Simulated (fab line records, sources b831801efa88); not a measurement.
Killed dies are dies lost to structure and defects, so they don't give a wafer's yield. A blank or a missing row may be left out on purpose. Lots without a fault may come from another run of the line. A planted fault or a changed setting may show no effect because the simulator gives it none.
One fault seen from 2 desks | flow gf180mcu | each desk has only its own numbers; what lay behind them comes last

THE METROLOGY DESK
What the gauges read, lot by lot, whatever tool the lot ran on: means of the sampled wafers that have a number. A lot is out of limits, marked OUT, if its mean lies more than 4 standard deviations from the usual mean; the brackets give that distance.
Columns: A = VT_IMPLANT_2_TW at GF_VT_IMPLANT_TW_MEAS_21, usual 1214; B = VT_IMPLANT_3_TW at GF_VT_IMPLANT_TW_MEAS_32, usual 268.7; C = TOP_METAL_OVL at GF_TOP_METAL_OVL_MEAS_15, usual -0.9 nm
lot  | first seen here | A               | B     | C
L329 | day 6 12:01     | 1218            | 265.3 | -2.0
L331 | day 7 03:11     | 1230            | 272.2 | -0.6
L332 | day 7 08:48     | 1200            | 267.4 | -2.4
L333 | day 7 18:29     | 1202            | 267.3 | -0.5
L334 | day 7 21:09     | 1290 (+8.0) OUT | 272.5 | -0.0
L335 | day 8 05:11     | 1285 (+7.6) OUT | 267.6 | -1.5
L336 | day 8 12:05     | 1282 (+7.2) OUT | 271.9 | -1.4
L345 | day 10 16:56    | 1211            | 268.5 | 0.2
L346 | day 11 02:45    | 1209            | 271.4 | -0.3
L347 | day 11 10:00    | 1219            | 266.1 | 0.2
L349 | day 11 21:08    | 1226            | 269.2 | 0.2
L350 | day 12 01:29    | 1201            | 265.4 | -1.6
L351 | day 12 08:06    | 1228            | 269.7 | -1.3
This desk's finding: out of limits on L334, L335, L336; first on L334, day 7 21:09 (VT_IMPLANT_2_TW at GF_VT_IMPLANT_TW_MEAS_21). In limits: L329, L331, L332, L333, L345, L346, L347, L349, L350, L351.

THE TOOL OWNER'S DESK: implanter-01
The tool's own readings at GF_VT_IMPLANT_IMPLANT_19: means of the sampled wafers that have a number, for each lot that ran on this tool. A lot is out of limits, marked OUT, if its mean lies more than 4 standard deviations from the usual mean; the brackets give that distance.
Columns: A = beam_energy_keV at GF_VT_IMPLANT_IMPLANT_19, usual 100.01
lot  | first seen here | A
L329 | day 6 11:47     | 100.02
L331 | day 7 02:56     | 100.03
L332 | day 7 08:34     | 100.00
L333 | day 7 18:10     | 100.00
L334 | day 7 20:55     | 123.10 (+99 or more) OUT
L335 | day 8 04:56     | 123.13 (+99 or more) OUT
L336 | day 8 11:50     | 123.09 (+99 or more) OUT
L351 | day 12 07:52    | 100.03
This desk's finding: out of limits on L334, L335, L336; first on L334, day 7 20:55 (beam_energy_keV at GF_VT_IMPLANT_IMPLANT_19). In limits: L329, L331, L332, L333, L351.

PUT TOGETHER
The tool owner's desk could have raised an alarm at day 7 20:55, on L334, L335, L336.
The metrology desk could have raised an alarm at day 7 21:09, on L334, L335, L336.
Of the lots named, all ran GF_VT_IMPLANT_IMPLANT_19 on implanter-01.

WHAT THE SIMULATOR HAD PUT IN
Process parameter drift: implanter-01, from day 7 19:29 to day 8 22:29, at GF_VT_IMPLANT_IMPLANT_19. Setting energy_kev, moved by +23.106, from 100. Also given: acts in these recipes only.
Lots struck among those shown: L334, L335, L336.
Hours from the fault's start to each desk's first reading out of limits: the tool owner's desk, 1; the metrology desk, 2.
